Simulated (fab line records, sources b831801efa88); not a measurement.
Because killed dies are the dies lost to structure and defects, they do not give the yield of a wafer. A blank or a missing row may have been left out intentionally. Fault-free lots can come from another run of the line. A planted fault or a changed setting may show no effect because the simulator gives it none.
The tool behind it: which one? + flow gf180mcu + 11 lots with 33 wafers sampled at 6 steps, on a route of 602 steps

WHAT THE GAUGES READ, wafer by wafer
GF_M2_OVL_MEAS_15.
| lot  | measured     | on         | M2_OVL (nm) |
|------|--------------|------------|-------------|
| L580 | day 20 16:07 | overlay-02 | -11 -12 2   |
| L582 | day 21 16:59 | overlay-02 | 2 9 9       |
| L588 | day 23 19:58 | overlay-02 | 5 4 1       |
| L589 | day 24 03:26 | overlay-01 | -3 -10 -14  |
| L590 | day 24 07:25 | overlay-01 | 0 3 11      |
| L592 | day 24 20:46 | overlay-02 | 4 -2 -1     |
| L593 | day 25 04:16 | overlay-02 | 4 10 8      |
| L594 | day 25 10:43 | overlay-01 | 6 13 5      |
| L596 | day 26 01:50 | overlay-02 | -4 2 -2     |
| L598 | day 26 15:55 | overlay-01 | -5 5 5      |
| L599 | day 27 00:43 | overlay-02 | 3 0 5       |

GF_V2_RS_MEAS_24: uses a four-point probe to measure.
| lot  | measured     | on           | V2_W_RS (ohm/sq)  |
|------|--------------|--------------|-------------------|
| L580 | day 21 18:13 | filmMetro-02 | 0.324 0.238 0.325 |
| L582 | day 22 18:33 | filmMetro-04 | 0.326 0.327 0.239 |
| L588 | day 24 20:17 | filmMetro-04 | 0.327 0.324 0.328 |
| L589 | day 25 03:59 | filmMetro-03 | 0.330 0.326 0.329 |
| L590 | day 25 07:35 | filmMetro-04 | 0.325 0.324 0.327 |
| L592 | day 25 21:08 | filmMetro-02 | 0.323 0.328 0.325 |
| L593 | day 26 03:59 | filmMetro-04 | 0.329 0.332 0.330 |
| L594 | day 26 10:32 | filmMetro-04 | 0.328 0.325 0.327 |
| L596 | day 27 00:36 | filmMetro-02 | 0.329 0.333 0.326 |
| L598 | day 27 14:58 | filmMetro-03 | 0.327 0.327 0.329 |
| L599 | day 27 23:11 | filmMetro-02 | 0.323 0.326 0.323 |

GF_V2_THK_MEAS_25: measures by xrf.
| lot  | measured     | on           | V2_W_THK (nm) |
|------|--------------|--------------|---------------|
| L580 | day 21 18:20 | filmMetro-02 | 358 489 356   |
| L582 | day 22 18:40 | filmMetro-04 | 356 353 483   |
| L588 | day 24 20:25 | filmMetro-04 | 348 351 349   |
| L589 | day 25 04:05 | filmMetro-03 | 347 352 349   |
| L590 | day 25 07:42 | filmMetro-04 | 356 355 353   |
| L592 | day 25 21:16 | filmMetro-02 | 357 354 355   |
| L593 | day 26 04:06 | filmMetro-04 | 347 344 347   |
| L594 | day 26 10:39 | filmMetro-04 | 348 352 348   |
| L596 | day 27 00:42 | filmMetro-02 | 350 346 353   |
| L598 | day 27 15:05 | filmMetro-03 | 352 353 351   |
| L599 | day 27 23:17 | filmMetro-02 | 355 352 355   |

WHICH TOOL RAN EACH LOT (tool, then ch and the chambers of the sampled wafers, then the start)
| lot  | GF_M2_SPUTTER_02            | GF_V2_SPUTTER_22            | GF_V2_CVD_23                 |
|------|-----------------------------|-----------------------------|------------------------------|
| L580 | pvdSputter-03, day 19 15:31 | pvdSputter-04, day 21 18:04 | cvdW-02 ch 0,1, day 21 18:06 |
| L582 | pvdSputter-03, day 20 17:25 | pvdSputter-02, day 22 18:23 | cvdW-02 ch 0,1, day 22 18:25 |
| L588 | pvdSputter-01, day 22 21:05 | pvdSputter-04, day 24 20:08 | cvdW-02 ch 0, day 24 20:11   |
| L589 | pvdSputter-03, day 23 04:41 | pvdSputter-03, day 25 03:47 | cvdW-02 ch 0,1, day 25 03:52 |
| L590 | pvdSputter-03, day 23 09:35 | pvdSputter-03, day 25 07:26 | cvdW-01 ch 0,1, day 25 07:28 |
| L592 | pvdSputter-01, day 23 22:48 | pvdSputter-02, day 25 20:59 | cvdW-01 ch 0,1, day 25 21:02 |
| L593 | pvdSputter-04, day 24 06:15 | pvdSputter-04, day 26 03:43 | cvdW-02 ch 0, day 26 03:45   |
| L594 | pvdSputter-03, day 24 12:29 | pvdSputter-04, day 26 10:16 | cvdW-02 ch 0, day 26 10:19   |
| L596 | pvdSputter-04, day 25 04:12 | pvdSputter-03, day 27 00:25 | cvdW-02 ch 0,1, day 27 00:29 |
| L598 | pvdSputter-04, day 25 19:34 | pvdSputter-02, day 27 14:49 | cvdW-01 ch 0,1, day 27 14:52 |
| L599 | pvdSputter-01, day 26 04:08 | pvdSputter-04, day 27 22:59 | cvdW-01 ch 0,1, day 27 23:04 |
- GF_M2_SPUTTER_02: material AlCu, target thk 450 nm, time 23.9 s.
- GF_V2_SPUTTER_22: material TiN, target thk 10 nm, time 40 s.
- GF_V2_CVD_23: deposits W, target thk 350 nm, time 104.94 s.

WHAT THE TOOLS THEMSELVES READ (means of the sampled wafers that have a number; where no wafer has one, the mark that the record gives instead)
GF_M2_SPUTTER_02.
| lot  | tool          | throttleValvePct (%) |
|------|---------------|----------------------|
| L580 | pvdSputter-03 | 29.7                 |
| L582 | pvdSputter-03 | 29.0                 |
| L588 | pvdSputter-01 | 30.8                 |
| L589 | pvdSputter-03 | 30.0                 |
| L590 | pvdSputter-03 | 29.0                 |
| L592 | pvdSputter-01 | 30.0                 |
| L593 | pvdSputter-04 | 29.7                 |
| L594 | pvdSputter-03 | 31.1                 |
| L596 | pvdSputter-04 | 29.0                 |
| L598 | pvdSputter-04 | 29.3                 |
| L599 | pvdSputter-01 | 30.1                 |

GF_V2_SPUTTER_22.
| lot  | tool          | throttleValvePct (%) |
|------|---------------|----------------------|
| L580 | pvdSputter-04 | 30.1                 |
| L582 | pvdSputter-02 | 30.7                 |
| L588 | pvdSputter-04 | 30.2                 |
| L589 | pvdSputter-03 | 30.0                 |
| L590 | pvdSputter-03 | 31.1                 |
| L592 | pvdSputter-02 | 30.2                 |
| L593 | pvdSputter-04 | 29.4                 |
| L594 | pvdSputter-04 | 30.4                 |
| L596 | pvdSputter-03 | 28.7                 |
| L598 | pvdSputter-02 | 31.3                 |
| L599 | pvdSputter-04 | 29.1                 |

GF_V2_CVD_23.
| lot  | tool    | heaterPowerW (W) |
|------|---------|------------------|
| L580 | cvdW-02 | 929              |
| L582 | cvdW-02 | 950              |
| L588 | cvdW-02 | 973              |
| L589 | cvdW-02 | 959              |
| L590 | cvdW-01 | 779              |
| L592 | cvdW-01 | 781              |
| L593 | cvdW-02 | 982              |
| L594 | cvdW-02 | 975              |
| L596 | cvdW-02 | 933              |
| L598 | cvdW-01 | 784              |
| L599 | cvdW-01 | 791              |

THE ANSWER, worked out from the rows above alone
Rule: what is usual is taken from the lots themselves. Put in order of their means at a reading, lots are off if they are a third of the lots or fewer, leave a main group of 4 or more, and stand apart from it by a gap of 3 or more times the standard deviation of the main group's means; of several such gaps the widest counts. If all means in a main group match to the digits the tables above print for the reading, that group is not used. A lot without any number at a reading at which 4 lots or more have one is off too. Where the step has rows for the other lots, those lots are counted as sound. After the gauges, taken in route order, come the tools' own readings; for these a lot's mean is taken, as printed above. The first step at which some lot is off is used, and at that step the reading that is off furthest; a lot without a number counts as furthest.
Off: at GF_V2_RS_MEAS_24 (V2_W_RS), L580, L582. The main group has a mean of 0.327 ohm/sq with a standard deviation of 0.0019.
A tool fits if, at a process step before that reading, it ran every lot that is off, and no sound lot after the first of them. The gauges at GF_V2_RS_MEAS_24 are tried like those tools. Not one of the candidates tried fits.

WHAT THE SIMULATOR HAD PUT IN
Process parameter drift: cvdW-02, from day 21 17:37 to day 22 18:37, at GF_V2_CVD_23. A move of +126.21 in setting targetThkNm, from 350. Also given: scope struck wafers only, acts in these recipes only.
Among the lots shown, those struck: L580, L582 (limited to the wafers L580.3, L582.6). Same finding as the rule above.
